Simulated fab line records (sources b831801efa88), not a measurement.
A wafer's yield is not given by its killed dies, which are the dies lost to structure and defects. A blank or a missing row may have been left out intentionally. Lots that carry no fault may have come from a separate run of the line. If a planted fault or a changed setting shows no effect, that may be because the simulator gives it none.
Which tool was responsible? / flow sky130 / Sampling: 24 lots, 72 wafers, 3 of 708 route steps

WHAT EACH GAUGE READ, for each wafer
SKY_METAL1_OVL_MEAS_16. Usual: METAL1_OVL gives 0 nm (standard deviation 5.8).
lot=L074; measured=day 33 02:14; on=overlay-01; METAL1_OVL (nm)=-8 -4 -1; flag=
lot=L075; measured=day 33 09:40; on=overlay-01; METAL1_OVL (nm)=3 -8 -1; flag=
lot=L076; measured=day 33 20:44; on=overlay-01; METAL1_OVL (nm)=1 -5 0; flag=
lot=L077; measured=day 34 03:07; on=overlay-02; METAL1_OVL (nm)=-5 -6 -5; flag=
lot=L078; measured=day 34 04:16; on=overlay-02; METAL1_OVL (nm)=5 0 -3; flag=
lot=L079; measured=day 34 07:51; on=overlay-01; METAL1_OVL (nm)=4 9 14; flag=
lot=L080; measured=day 34 23:31; on=overlay-01; METAL1_OVL (nm)=-2 5 1; flag=
lot=L081; measured=day 35 06:10; on=overlay-02; METAL1_OVL (nm)=9 -2 -1; flag=
lot=L082; measured=day 35 06:52; on=overlay-01; METAL1_OVL (nm)=4 -4 -2; flag=
lot=L083; measured=day 35 12:42; on=overlay-01; METAL1_OVL (nm)=2 5 8; flag=
lot=L084; measured=day 36 00:06; on=overlay-01; METAL1_OVL (nm)=-8 -12 2; flag=
lot=L085; measured=day 36 05:29; on=overlay-02; METAL1_OVL (nm)=3 3 8; flag=
lot=L086; measured=day 36 17:31; on=overlay-01; METAL1_OVL (nm)=4 -1 4; flag=
lot=L087; measured=day 36 23:43; on=overlay-02; METAL1_OVL (nm)=1 14 4; flag=
lot=L088; measured=day 37 06:08; on=overlay-01; METAL1_OVL (nm)=6 9 4; flag=
lot=L089; measured=day 37 09:44; on=overlay-01; METAL1_OVL (nm)=7 5 1; flag=
lot=L090; measured=day 37 19:57; on=overlay-02; METAL1_OVL (nm)=6 7 -2; flag=
lot=L091; measured=day 38 01:43; on=overlay-01; METAL1_OVL (nm)=-13 -6 3; flag=
lot=L092; measured=day 38 19:43; on=overlay-02; METAL1_OVL (nm)=0 4 -1; flag=
lot=L093; measured=day 39 02:00; on=overlay-02; METAL1_OVL (nm)=-4 -9 0; flag=
lot=L094; measured=day 39 02:29; on=overlay-01; METAL1_OVL (nm)=6 7 4; flag=
lot=L095; measured=day 39 07:43; on=overlay-01; METAL1_OVL (nm)=3 -5 -4; flag=
lot=L096; measured=day 39 14:23; on=overlay-01; METAL1_OVL (nm)=-2 -5 -2; flag=
lot=L097; measured=day 39 22:32; on=overlay-02; METAL1_OVL (nm)=-11 -6 -3; flag=

TOOL THAT RAN EACH LOT (tool first, then ch and the chambers of the sampled wafers, then the start)
lot=L074; SKY_VT_ADJUST_LVTN_STRIP_20=plasmaAsher-01 ch 0,1, day 7 16:12; SKY_SD_N_RTA_14=rtpAnneal-01 ch 0, day 28 04:33
lot=L075; SKY_VT_ADJUST_LVTN_STRIP_20=plasmaAsher-03 ch 0,1, day 7 21:51; SKY_SD_N_RTA_14=rtpAnneal-01 ch 0, day 28 12:25
lot=L076; SKY_VT_ADJUST_LVTN_STRIP_20=plasmaAsher-02 ch 0,1, day 8 08:48; SKY_SD_N_RTA_14=rtpAnneal-01 ch 0, day 28 23:59
lot=L077; SKY_VT_ADJUST_LVTN_STRIP_20=plasmaAsher-02 ch 0,1, day 8 17:06; SKY_SD_N_RTA_14=rtpAnneal-01 ch 0, day 29 08:26
lot=L078; SKY_VT_ADJUST_LVTN_STRIP_20=plasmaAsher-02 ch 0,1, day 8 21:12; SKY_SD_N_RTA_14=rtpAnneal-01 ch 0, day 29 08:44
lot=L079; SKY_VT_ADJUST_LVTN_STRIP_20=plasmaAsher-02 ch 0,1, day 8 23:27; SKY_SD_N_RTA_14=rtpAnneal-01 ch 0, day 29 11:29
lot=L080; SKY_VT_ADJUST_LVTN_STRIP_20=plasmaAsher-02 ch 0,1, day 9 10:30; SKY_SD_N_RTA_14=rtpAnneal-01 ch 0, day 30 05:24
lot=L081; SKY_VT_ADJUST_LVTN_STRIP_20=plasmaAsher-03 ch 0,1, day 9 16:03; SKY_SD_N_RTA_14=rtpAnneal-02 ch 0, day 30 12:35
lot=L082; SKY_VT_ADJUST_LVTN_STRIP_20=plasmaAsher-03 ch 0,1, day 9 21:01; SKY_SD_N_RTA_14=rtpAnneal-02 ch 0, day 30 14:13
lot=L083; SKY_VT_ADJUST_LVTN_STRIP_20=plasmaAsher-03 ch 0, day 10 03:01; SKY_SD_N_RTA_14=rtpAnneal-01 ch 0, day 30 18:20
lot=L084; SKY_VT_ADJUST_LVTN_STRIP_20=plasmaAsher-01 ch 0,1, day 10 13:57; SKY_SD_N_RTA_14=rtpAnneal-02 ch 0, day 31 07:47
lot=L085; SKY_VT_ADJUST_LVTN_STRIP_20=plasmaAsher-02 ch 0,1, day 10 19:03; SKY_SD_N_RTA_14=rtpAnneal-01 ch 0, day 31 13:29
lot=L086; SKY_VT_ADJUST_LVTN_STRIP_20=plasmaAsher-03 ch 0,1, day 11 05:57; SKY_SD_N_RTA_14=rtpAnneal-02 ch 0, day 32 00:50
lot=L087; SKY_VT_ADJUST_LVTN_STRIP_20=plasmaAsher-02 ch 0,1, day 11 12:11; SKY_SD_N_RTA_14=rtpAnneal-01 ch 0, day 32 09:34
lot=L088; SKY_VT_ADJUST_LVTN_STRIP_20=plasmaAsher-03 ch 0,1, day 11 19:10; SKY_SD_N_RTA_14=rtpAnneal-02 ch 0, day 32 14:56
lot=L089; SKY_VT_ADJUST_LVTN_STRIP_20=plasmaAsher-03 ch 0,1, day 11 21:57; SKY_SD_N_RTA_14=rtpAnneal-01 ch 0, day 32 19:58
lot=L090; SKY_VT_ADJUST_LVTN_STRIP_20=plasmaAsher-01 ch 0,1, day 12 06:07; SKY_SD_N_RTA_14=rtpAnneal-02 ch 0, day 33 04:32
lot=L091; SKY_VT_ADJUST_LVTN_STRIP_20=plasmaAsher-01 ch 0,1, day 12 14:10; SKY_SD_N_RTA_14=rtpAnneal-01 ch 0, day 33 10:52
lot=L092; SKY_VT_ADJUST_LVTN_STRIP_20=plasmaAsher-01 ch 0,1, day 13 03:04; SKY_SD_N_RTA_14=rtpAnneal-02 ch 0, day 34 06:04
lot=L093; SKY_VT_ADJUST_LVTN_STRIP_20=plasmaAsher-01 ch 0,1, day 13 11:57; SKY_SD_N_RTA_14=rtpAnneal-01 ch 0, day 34 13:26
lot=L094; SKY_VT_ADJUST_LVTN_STRIP_20=plasmaAsher-03 ch 0,1, day 13 13:36; SKY_SD_N_RTA_14=rtpAnneal-02 ch 0, day 34 14:13
lot=L095; SKY_VT_ADJUST_LVTN_STRIP_20=plasmaAsher-01 ch 0,1, day 13 18:02; SKY_SD_N_RTA_14=rtpAnneal-01 ch 0, day 34 19:37
lot=L096; SKY_VT_ADJUST_LVTN_STRIP_20=plasmaAsher-01 ch 0,1, day 14 01:51; SKY_SD_N_RTA_14=rtpAnneal-02 ch 0, day 35 02:47
lot=L097; SKY_VT_ADJUST_LVTN_STRIP_20=plasmaAsher-01 ch 0,1, day 14 08:54; SKY_SD_N_RTA_14=rtpAnneal-01 ch 0, day 35 10:47
- SKY_VT_ADJUST_LVTN_STRIP_20: strips in O2/N2.
- SKY_SD_N_RTA_14: time 2 s.

WHAT THE TOOLS THEMSELVES READ (means of the sampled wafers that have a number; where no wafer has one, the mark that the record gives instead)
SKY_VT_ADJUST_LVTN_STRIP_20. Usual: chamberPressureMTorr 1500.1 mTorr, standard deviation 1.3; drypumpMotorCurrentA 5.75 A, standard deviation 0.24; n2FlowSccm 299.8 sccm, standard deviation 0.89; oesProductAu 0.715 a.u., standard deviation 0.0041; stripTimeToEndpointS 14.22 s, standard deviation 0.036.
lot=L074; tool=plasmaAsher-01; chamberPressureMTorr (mTorr)=1500.3; drypumpMotorCurrentA (A)=5.71; n2FlowSccm (sccm)=300.8; oesProductAu (a.u.)=0.718; stripTimeToEndpointS (s)=14.23; flag=
lot=L075; tool=plasmaAsher-03; chamberPressureMTorr (mTorr)=1500.6; drypumpMotorCurrentA (A)=5.92; n2FlowSccm (sccm)=300.5; oesProductAu (a.u.)=0.713; stripTimeToEndpointS (s)=14.24; flag=
lot=L076; tool=plasmaAsher-02; chamberPressureMTorr (mTorr)=1499.9; drypumpMotorCurrentA (A)=5.46; n2FlowSccm (sccm)=299.3; oesProductAu (a.u.)=0.715; stripTimeToEndpointS (s)=14.18; flag=
lot=L077; tool=plasmaAsher-02; chamberPressureMTorr (mTorr)=1499.9; drypumpMotorCurrentA (A)=5.48; n2FlowSccm (sccm)=300.0; oesProductAu (a.u.)=0.711; stripTimeToEndpointS (s)=14.24; flag=
lot=L078; tool=plasmaAsher-02; chamberPressureMTorr (mTorr)=1499.9; drypumpMotorCurrentA (A)=5.52; n2FlowSccm (sccm)=300.5; oesProductAu (a.u.)=0.713; stripTimeToEndpointS (s)=14.27; flag=
lot=L079; tool=plasmaAsher-02; chamberPressureMTorr (mTorr)=1499.6; drypumpMotorCurrentA (A)=5.50; n2FlowSccm (sccm)=299.4; oesProductAu (a.u.)=0.719; stripTimeToEndpointS (s)=14.23; flag=
lot=L080; tool=plasmaAsher-02; chamberPressureMTorr (mTorr)=1500.2; drypumpMotorCurrentA (A)=5.52; n2FlowSccm (sccm)=299.1; oesProductAu (a.u.)=0.711; stripTimeToEndpointS (s)=14.20; flag=
lot=L081; tool=plasmaAsher-03; chamberPressureMTorr (mTorr)=1500.0; drypumpMotorCurrentA (A)=5.93; n2FlowSccm (sccm)=299.4; oesProductAu (a.u.)=0.715; stripTimeToEndpointS (s)=14.21; flag=
lot=L082; tool=plasmaAsher-03; chamberPressureMTorr (mTorr)=1499.7; drypumpMotorCurrentA (A)=5.91; n2FlowSccm (sccm)=299.5; oesProductAu (a.u.)=0.714; stripTimeToEndpointS (s)=14.21; flag=
lot=L083; tool=plasmaAsher-03; chamberPressureMTorr (mTorr)=1499.8; drypumpMotorCurrentA (A)=5.98; n2FlowSccm (sccm)=300.2; oesProductAu (a.u.)=0.718; stripTimeToEndpointS (s)=14.22; flag=
lot=L084; tool=plasmaAsher-01; chamberPressureMTorr (mTorr)=1500.6; drypumpMotorCurrentA (A)=5.87; n2FlowSccm (sccm)=299.9; oesProductAu (a.u.)=0.713; stripTimeToEndpointS (s)=14.27; flag=
lot=L085; tool=plasmaAsher-02; chamberPressureMTorr (mTorr)=1500.2; drypumpMotorCurrentA (A)=5.47; n2FlowSccm (sccm)=299.1; oesProductAu (a.u.)=0.713; stripTimeToEndpointS (s)=14.23; flag=
lot=L086; tool=plasmaAsher-03; chamberPressureMTorr (mTorr)=1500.3; drypumpMotorCurrentA (A)=5.92; n2FlowSccm (sccm)=300.8; oesProductAu (a.u.)=0.712; stripTimeToEndpointS (s)=14.20; flag=
lot=L087; tool=plasmaAsher-02; chamberPressureMTorr (mTorr)=1500.4; drypumpMotorCurrentA (A)=5.52; n2FlowSccm (sccm)=299.6; oesProductAu (a.u.)=0.713; stripTimeToEndpointS (s)=14.21; flag=
lot=L088; tool=plasmaAsher-03; chamberPressureMTorr (mTorr)=1500.1; drypumpMotorCurrentA (A)=5.95; n2FlowSccm (sccm)=299.9; oesProductAu (a.u.)=0.719; stripTimeToEndpointS (s)=14.16; flag=
lot=L089; tool=plasmaAsher-03; chamberPressureMTorr (mTorr)=1500.9; drypumpMotorCurrentA (A)=5.93; n2FlowSccm (sccm)=298.8; oesProductAu (a.u.)=0.717; stripTimeToEndpointS (s)=14.26; flag=
lot=L090; tool=plasmaAsher-01; chamberPressureMTorr (mTorr)=1499.3; drypumpMotorCurrentA (A)=5.88; n2FlowSccm (sccm)=299.7; oesProductAu (a.u.)=0.714; stripTimeToEndpointS (s)=14.22; flag=
lot=L091; tool=plasmaAsher-01; chamberPressureMTorr (mTorr)=1501.1; drypumpMotorCurrentA (A)=5.88; n2FlowSccm (sccm)=299.8; oesProductAu (a.u.)=0.713; stripTimeToEndpointS (s)=14.24; flag=
lot=L092; tool=plasmaAsher-01; chamberPressureMTorr (mTorr)=1499.7; drypumpMotorCurrentA (A)=5.86; n2FlowSccm (sccm)=299.1; oesProductAu (a.u.)=0.713; stripTimeToEndpointS (s)=14.20; flag=
lot=L093; tool=plasmaAsher-01; chamberPressureMTorr (mTorr)=1501.2; drypumpMotorCurrentA (A)=5.69; n2FlowSccm (sccm)=298.8; oesProductAu (a.u.)=0.715; stripTimeToEndpointS (s)=14.25; flag=
lot=L094; tool=plasmaAsher-03; chamberPressureMTorr (mTorr)=1500.2; drypumpMotorCurrentA (A)=5.92; n2FlowSccm (sccm)=299.2; oesProductAu (a.u.)=0.715; stripTimeToEndpointS (s)=14.21; flag=
lot=L095; tool=plasmaAsher-01; chamberPressureMTorr (mTorr)=1499.1; drypumpMotorCurrentA (A)=5.72; n2FlowSccm (sccm)=300.2; oesProductAu (a.u.)=0.714; stripTimeToEndpointS (s)=14.23; flag=
lot=L096; tool=plasmaAsher-01; chamberPressureMTorr (mTorr)=1501.1; drypumpMotorCurrentA (A)=5.89; n2FlowSccm (sccm)=299.9; oesProductAu (a.u.)=0.711; stripTimeToEndpointS (s)=14.21; flag=
lot=L097; tool=plasmaAsher-01; chamberPressureMTorr (mTorr)=1501.3; drypumpMotorCurrentA (A)=5.87; n2FlowSccm (sccm)=298.9; oesProductAu (a.u.)=0.716; stripTimeToEndpointS (s)=14.16; flag=

SKY_SD_N_RTA_14. Usual: lampPowerPct 15.74 %, standard deviation 0.057; wafer_temp_C_max 1078.2, standard deviation 1.3.
lot=L074; tool=rtpAnneal-01; lampPowerPct (%)=15.79; wafer_temp_C_max=1079.1; flag=
lot=L075; tool=rtpAnneal-01; lampPowerPct (%)=15.67; wafer_temp_C_max=1078.0; flag=
lot=L076; tool=rtpAnneal-01; lampPowerPct (%)=15.76; wafer_temp_C_max=1076.9; flag=
lot=L077; tool=rtpAnneal-01; lampPowerPct (%)=15.71; wafer_temp_C_max=1077.3; flag=
lot=L078; tool=rtpAnneal-01; lampPowerPct (%)=15.73; wafer_temp_C_max=1077.5; flag=
lot=L079; tool=rtpAnneal-01; lampPowerPct (%)=15.73; wafer_temp_C_max=1077.3; flag=
lot=L080; tool=rtpAnneal-01; lampPowerPct (%)=15.72; wafer_temp_C_max=1077.5; flag=
lot=L081; tool=rtpAnneal-02; lampPowerPct (%)=15.78; wafer_temp_C_max=1077.4; flag=
lot=L082; tool=rtpAnneal-02; lampPowerPct (%)=15.75; wafer_temp_C_max=1078.0; flag=
lot=L083; tool=rtpAnneal-01; lampPowerPct (%)=15.69; wafer_temp_C_max=1077.5; flag=
lot=L084; tool=rtpAnneal-02; lampPowerPct (%)=15.74; wafer_temp_C_max=1077.4; flag=
lot=L085; tool=rtpAnneal-01; lampPowerPct (%)=15.74; wafer_temp_C_max=1076.7; flag=
lot=L086; tool=rtpAnneal-02; lampPowerPct (%)=15.73; wafer_temp_C_max=1077.5; flag=
lot=L087; tool=rtpAnneal-01; lampPowerPct (%)=15.73; wafer_temp_C_max=1077.4; flag=
lot=L088; tool=rtpAnneal-02; lampPowerPct (%)=15.72; wafer_temp_C_max=1078.0; flag=
lot=L089; tool=rtpAnneal-01; lampPowerPct (%)=15.69; wafer_temp_C_max=1079.0; flag=
lot=L090; tool=rtpAnneal-02; lampPowerPct (%)=15.76; wafer_temp_C_max=1077.4; flag=
lot=L091; tool=rtpAnneal-01; lampPowerPct (%)=15.71; wafer_temp_C_max=1078.5; flag=
lot=L092; tool=rtpAnneal-02; lampPowerPct (%)=15.73; wafer_temp_C_max=1078.2; flag=
lot=L093; tool=rtpAnneal-01; lampPowerPct (%)=15.78; wafer_temp_C_max=1078.5; flag=
lot=L094; tool=rtpAnneal-02; lampPowerPct (%)=15.73; wafer_temp_C_max=1079.0; flag=
lot=L095; tool=rtpAnneal-01; lampPowerPct (%)=15.76; wafer_temp_C_max=1077.7; flag=
lot=L096; tool=rtpAnneal-02; lampPowerPct (%)=15.75; wafer_temp_C_max=1079.3; flag=
lot=L097; tool=rtpAnneal-01; lampPowerPct (%)=15.72; wafer_temp_C_max=1078.6; flag=

THE ANSWER, worked out from the rows above alone
Rule: take the mean of a lot's wafers that have a number; if it is more than 3 standard deviations from the usual mean, the lot is off. Also off: a lot with no number at a reading for which 4 or more lots have one. All remaining lots with rows at the step are treated as sound. First the gauges in route order, then the tools' own readings, where a lot's mean is used as printed above. At the first step where some lot is off, the reading lying furthest off is the one used; lots without a number count as furthest.
No lot is off at any reading shown: from this, nothing can be told.

WHAT THE SIMULATOR HAD PUT IN
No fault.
